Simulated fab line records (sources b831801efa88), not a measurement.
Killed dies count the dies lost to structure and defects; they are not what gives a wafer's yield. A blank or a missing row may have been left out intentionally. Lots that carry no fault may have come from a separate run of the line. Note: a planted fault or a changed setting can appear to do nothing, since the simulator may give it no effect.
fab line records    flow sfq_line
record lots=14  wafers=42  last_day=89
route steps=325 shown M0@29 I0@54 I1@74
lots with no fault: from the same line, run without faults
start_h: hours from the record's opening day to when the first of the lot's shown wafers began    wait_h: hours since the lot's step before    " the same as in the row above    L1.1+2: a single row standing in for several wafers    - no value present, or no start provided    * or withheld: withheld    < > ~ a bound
route shown NAME@n: names a module that has steps shown in the file, with the first one's number in the route    usual: the fault-free wafers' mean and standard deviation    same: alike in all rows    chamber/n: place in a boat    sites: per-site readings    _std_site: their standard deviation    _edge_site: inner sites' mean taken away from outer sites' mean    radius_mm: for every site, how far away it sits from the centre of the wafer    mask NAME#n: copy n    behind: the most recent tool/chamber to have shaped the wafer    hold: why the lot was held/for how many hours/how that ended    device: names the non-switching transistor (n, p or np)    end of line: the tests these same wafers got at the end of their route    a step without rows: its recipe alone    killed: the dies lost at the first sort to structure and to defects; this is not the yield of the wafer    map: per-die view of a wafer (x killed, . not killed, _ where there is no die)
set.NAME: the setting the step ran with; set.NAME@STEP: the setting that earlier step ran with    model.NAME: the simulator's own value behind a step, which no gauge read
steps of the route over a sample of lots; a table a step, a row a wafer
services: a tool's chamber out of use, with start hour (start_h, from the record's first day; less than 0 if before it), hours out, and reason
## steps
# step SFQ_TRILAYER_M0_DEP_SPUTTER_019
# recipe material=Nb  base_pressure_pa=1.33e-06  chamber_pressure_pa=0.1333  substrate_temp_c=20  resputter_cathode_voltage_v=400  target_thk_nm=200  power_w=1966  time_s=133.3
# usual resputter_cathode_voltage_v=400/4.1  throttle_valve_pct=30.2/1.1
# same time_s=133.3
lot.wafer  tool            chamber  start_h  wait_h  resputter_cathode_voltage_v  throttle_valve_pct
L812.1     pvd_sputter-05  -        190.77   0.0     402                          30.0
L812.5     "               -        "        "       404                          29.8
L812.6     "               -        "        "       394                          30.4
L813.1     pvd_sputter-03  -        201.49   0.0     399                          30.1
L813.2     "               -        "        "       401                          32.1
L813.4     "               -        "        "       401                          28.9
L814.3     pvd_sputter-03  -        207.49   0.0     400                          30.2
L814.4     "               -        "        "       403                          28.8
L814.6     "               -        "        "       400                          30.2
L815.1     pvd_sputter-04  -        214.79   0.0     402                          28.5
L815.2     "               -        "        "       400                          28.7
L815.4     "               -        "        "       393                          32.7
L817.1     pvd_sputter-05  -        223.19   0.0     400                          30.2
L817.3     "               -        "        "       405                          30.8
L817.6     "               -        "        "       397                          29.9
L819.2     pvd_sputter-05  -        235.79   0.0     398                          30.2
L819.5     "               -        "        "       402                          29.8
L819.6     "               -        "        "       400                          31.2
L820.2     pvd_sputter-04  -        238.19   0.0     401                          32.6
L820.4     "               -        "        "       402                          28.6
L820.5     "               -        "        "       393                          32.4
L821.3     pvd_sputter-05  -        245.39   0.0     405                          31.1
L821.4     "               -        "        "       397                          29.9
L821.6     "               -        "        "       397                          29.9
L823.1     pvd_sputter-04  -        253.19   0.0     401                          32.6
L823.2     "               -        "        "       405                          28.9
L823.5     "               -        "        "       410                          29.6
L825.2     pvd_sputter-05  -        262.79   0.0     403                          30.4
L825.4     "               -        "        "       404                          29.9
L825.6     "               -        "        "       403                          29.8
L826.1     pvd_sputter-05  -        273.58   0.0     400                          30.9
L826.2     "               -        "        "       392                          30.2
L826.6     "               -        "        "       395                          30.0
L828.1     pvd_sputter-03  -        285.73   0.0     393                          30.4
L828.2     "               -        "        "       398                          32.3
L828.5     "               -        "        "       401                          30.4
L829.2     pvd_sputter-03  -        288.13   0.0     404                          29.1
L829.5     "               -        "        "       404                          28.8
L829.6     "               -        "        "       400                          30.2
L832.1     pvd_sputter-05  -        292.93   0.0     401                          31.1
L832.5     "               -        "        "       399                          30.6
L832.6     "               -        "        "       397                          30.0
# step SFQ_TRILAYER_M0_ETCH_METAL_ETCH_024
# recipe target=Nb  stop_on=SiO2  mask_material=PR  chemistry=Cl2/Ar  target_depth_nm=240  icp_w=600  bias_w=80  pressure_mtorr=10  time_s=120
# usual drypump_motor_current_A=5.7/0.33  oes_product_au=0.884/0.0067
# same time_s=120
lot.wafer  tool          chamber  start_h  wait_h  drypump_motor_current_A  oes_product_au  rf_hours_counter_h
L812.1     rie_metal-02  1        280.06   0.1     5.4                      0.881           119
L812.5     "             1        "        "       5.4                      0.885           -
L812.6     "             1        "        "       5.3                      0.901           -
L813.1     rie_metal-01  0        289.70   0.0     6.1                      0.881           6
L813.2     "             1        "        "       6.0                      0.891           74
L813.4     "             0        "        "       6.1                      0.894           -
L814.3     rie_metal-04  1        298.14   0.1     6.0                      0.881           -
L814.4     "             0        "        "       5.8                      0.887           -
L814.6     "             0        "        "       5.8                      0.880           -
L815.1     rie_metal-04  1        311.74   0.1     6.0                      0.881           34
L815.2     "             1        "        "       6.0                      0.877           -
L815.4     "             1        "        "       6.0                      0.894           -
L817.1     rie_metal-04  0        323.68   0.0     5.8                      0.889           35
L817.3     "             1        "        "       6.0                      0.887           -
L817.6     "             1        "        "       6.0                      0.896           -
L819.2     rie_metal-01  0        341.68   0.0     6.1                      0.884           15
L819.5     "             1        "        "       6.0                      0.876           -
L819.6     "             0        "        "       6.1                      0.871           -
L820.2     rie_metal-02  0        346.02   0.0     5.1                      0.891           144
L820.4     "             0        "        "       5.1                      0.886           -
L820.5     "             1        "        "       5.4                      0.884           -
L821.3     rie_metal-01  1        355.67   0.1     6.0                      0.892           -
L821.4     "             0        "        "       6.1                      0.883           -
L821.6     "             1        "        "       6.0                      0.886           -
L823.1     rie_metal-02  1        365.23   0.0     5.4                      0.883           141
L823.2     "             0        "        "       5.1                      0.879           147
L823.5     "             1        "        "       5.4                      0.889           -
L825.2     rie_metal-04  0        374.96   0.0     5.8                      0.884           44
L825.4     "             1        "        "       6.0                      0.889           -
L825.6     "             1        "        "       6.0                      0.890           -
L826.1     rie_metal-04  1        386.96   0.0     6.0                      0.882           49
L826.2     "             0        "        "       5.8                      0.881           46
L826.6     "             0        "        "       5.8                      0.889           -
L828.1     rie_metal-01  1        396.56   0.0     6.0                      0.882           91
L828.2     "             0        "        "       6.1                      0.882           23
L828.5     "             0        "        "       6.1                      0.878           -
L829.2     rie_metal-02  1        401.58   0.1     5.4                      0.887           -
L829.5     "             1        "        "       5.4                      0.874           -
L829.6     "             1        "        "       5.4                      0.875           -
L832.1     rie_metal-01  1        406.28   0.0     6.0                      0.880           92
L832.5     "             0        "        "       6.1                      0.894           -
L832.6     "             1        "        "       6.0                      0.885           -
# step SFQ_TRILAYER_I0_VIA_BARC_OPEN_VIA_ETCH_046
# recipe mask_material=PR  chemistry=O2  target_depth_nm=125  target=BARC  source_w=500  bias_w=80  pressure_mtorr=30  time_s=41.7
# usual drypump_motor_current_A=5.9/0.46  oes_product_au=0.685/0.0045
# same time_s=41.7
lot.wafer  tool         chamber  start_h  wait_h  drypump_motor_current_A  oes_product_au  rf_hours_counter_h
L812.1     rie_diel-04  0        409.82   0.0     5.1                      0.689           0
L812.5     "            3        "        "       5.8                      0.693           -
L812.6     "            0        "        "       5.1                      0.686           -
L813.1     rie_diel-01  1        414.62   0.0     6.3                      0.692           34
L813.2     "            3        "        "       5.6                      0.685           61
L813.4     "            0        "        "       5.6                      0.693           45
L814.3     rie_diel-02  2        416.29   0.0     6.4                      0.685           67
L814.4     "            3        "        "       6.3                      0.681           77
L814.6     "            3        "        "       6.3                      0.684           -
L815.1     rie_diel-01  3        421.22   0.0     5.6                      0.688           61
L815.2     "            1        "        "       6.3                      0.680           34
L815.4     "            2        "        "       6.0                      0.687           1
L817.1     rie_diel-01  2        451.22   0.0     6.0                      0.686           1
L817.3     "            3        "        "       5.6                      0.687           61
L817.6     "            3        "        "       5.6                      0.688           -
L819.2     rie_diel-01  1        471.62   0.0     6.3                      0.686           35
L819.5     "            1        "        "       6.3                      0.681           -
L819.6     "            2        "        "       6.0                      0.685           -
L820.2     rie_diel-04  1        472.94   0.0     6.6                      0.686           11
L820.4     "            0        "        "       5.1                      0.686           1
L820.5     "            3        "        "       5.9                      0.684           -
L821.3     rie_diel-02  2        493.34   0.0     6.3                      0.686           67
L821.4     "            3        "        "       6.3                      0.676           78
L821.6     "            0        "        "       6.1                      0.679           -
L823.1     rie_diel-01  2        505.34   0.0     6.0                      0.678           2
L823.2     "            1        "        "       6.3                      0.687           35
L823.5     "            0        "        "       5.6                      0.685           -
L825.2     rie_diel-04  3        511.59   0.0     5.8                      0.694           70
L825.4     "            2        "        "       5.6                      0.680           4
L825.6     "            1        "        "       6.7                      0.678           -
L826.1     rie_diel-01  0        515.32   0.0     5.7                      0.688           46
L826.2     "            1        "        "       6.3                      0.685           35
L826.6     "            3        "        "       5.6                      0.684           -
L828.1     rie_diel-04  0        557.44   0.0     5.1                      0.682           2
L828.2     "            2        "        "       5.6                      0.687           5
L828.5     "            2        "        "       5.6                      0.682           -
L829.2     rie_diel-04  0        561.04   0.0     5.1                      0.694           2
L829.5     "            1        "        "       6.7                      0.689           -
L829.6     "            0        "        "       5.1                      0.693           -
L832.1     rie_diel-02  3        569.44   0.0     6.3                      0.686           79
L832.5     "            0        "        "       6.1                      0.680           -
L832.6     "            3        "        "       6.3                      0.684           -
# step SFQ_TRILAYER_I1_CMP_CMP_046
# recipe material=SiO2  down_force_psi=3  platen_rpm=60  pad_velocity_m_s=0.94248
# usual motor_current_A=9.8/0.87  platen_rpm=60.01/0.036  time_to_endpoint_s=212/8.6
lot.wafer  tool    chamber  start_h  wait_h  motor_current_A  platen_rpm  time_to_endpoint_s
L812.1     cmp-02  0        567.97   1.5     10.2             60.02       199
L812.6     "       1        "        "       8.4              60.04       224
L812.5     "       2        "        "       10.2             60.02       214
L813.2     cmp-01  1        572.18   0.5     10.5             59.99       211
L813.1     "       2        "        "       10.2             59.96       203
L813.4     "       3        "        "       10.4             59.96       215
L814.3     cmp-02  2        574.67   1.0     10.4             59.95       210
L814.4     "       3        "        "       10.1             60.05       209
L814.6     "       1        576.17   2.5     8.3              59.95       216
L815.1     cmp-01  1        582.74   0.0     9.7              60.06       222
L815.4     "       2        "        "       10.1             59.97       218
L815.2     "       0        584.24   1.5     8.8              60.01       229
L817.3     cmp-01  2        618.08   1.0     10.7             60.06       216
L817.1     "       3        "        "       10.4             60.02       214
L817.6     "       1        619.58   2.5     10.2             60.10       231
L820.2     cmp-02  3        638.32   1.3     9.2              60.03       213
L820.4     "       1        639.32   2.3     8.1              59.95       230
L820.5     "       3        640.32   3.3     9.6              60.00       208
L819.2     cmp-01  3        638.81   4.2     11.1             60.01       215
L819.6     "       0        "        "       8.2              60.05       226
L819.5     "       1        "        "       10.0             60.00       225
L821.4     cmp-02  3        657.45   0.9     10.3             60.06       213
L821.3     "       0        "        "       10.0             60.01       198
L821.6     "       2        658.95   2.4     10.9             60.04       216
L823.2     cmp-02  3        669.55   0.0     10.1             60.04       211
L823.1     "       0        "        "       10.3             60.03       198
L823.5     "       3        671.55   2.0     10.0             59.97       219
L825.4     cmp-02  2        676.08   0.5     10.6             60.00       218
L825.2     "       0        677.08   1.5     10.1             59.99       214
L825.6     "       1        "        "       8.3              60.01       226
L826.2     cmp-01  1        682.15   1.8     10.4             59.97       210
L826.1     "       0        683.65   3.3     8.5              60.03       215
L826.6     "       2        684.65   4.3     10.2             66.01       195
L828.1     cmp-01  2        718.55   2.5     9.8              65.98       187
L828.2     "       3        "        "       10.8             60.01       205
L828.5     "       2        720.55   4.5     9.6              65.95       192
L829.2     cmp-02  2        729.75   8.9     10.3             60.01       212
L829.5     "       3        "        "       10.2             59.98       226
L829.6     "       0        "        "       10.6             60.00       218
L832.1     cmp-02  2        747.25   15.6    10.6             60.07       215
L832.5     "       0        748.25   16.6    10.3             60.00       209
L832.6     "       1        "        "       8.2              59.96       222
## services
tool            chamber  start_h  hours  kind
cmp-02          -        169.35   0.8    repair
cmp-01          -        192.72   6.6    pm
cmp-02          -        201.12   9.5    pm
rie_diel-01     -        203.57   1.2    repair
cmp-02          -        213.62   5.1    pm
cmp-01          -        233.79   4.0    pm
cmp-01          -        240.76   1.6    repair
pvd_sputter-05  -        246.47   4.0    repair
cmp-01          -        251.30   3.6    repair
rie_diel-01     -        270.07   14.6   pm
cmp-01          -        275.49   2.4    repair
cmp-02          -        290.95   1.3    repair
rie_diel-01     0        325.57   4.2    repair
cmp-01          -        332.90   4.7    repair
rie_diel-01     -        343.90   2.8    pm
cmp-01          -        347.50   1.3    repair
rie_diel-01     3        350.16   11.7   repair
cmp-01          -        383.99   0.8    repair
cmp-02          -        409.25   4.0    pm
cmp-02          -        422.76   5.6    pm
pvd_sputter-05  -        456.61   2.1    repair
cmp-02          -        482.97   1.2    repair
cmp-02          -        582.03   1.2    repair
cmp-02          -        692.58   1.2    repair
## key
first_sign step=SFQ_TRILAYER_I1_CMP_CMP_046  reading=platen_rpm  direction=up  sigmas=99+  usual=60.01  struck=65.98
effect step=SFQ_TRILAYER_I1_CMP_CMP_046  reading=time_to_endpoint_s  direction=down  sigmas=2.4  usual=*  struck=*
met_at SFQ_TRILAYER_I1_CMP_CMP_046
struck_lots L826,L828
struck_wafers L826.6,L828.1,L828.5
not_acting_at SFQ_TRILAYER_M0_DEP_SPUTTER_019,SFQ_TRILAYER_M0_ETCH_METAL_ETCH_024,SFQ_TRILAYER_I0_VIA_BARC_OPEN_VIA_ETCH_046
onset_between 618.08 682.15
fault kind=process_parameter_drift  tool=cmp-01  chamber=2  onset_h=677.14  steps=SFQ_TRILAYER_I1_CMP_CMP_046  channel=platen_rpm  offset=6  shape=step  end_h=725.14  acts_in=these_recipes_only  stated=60
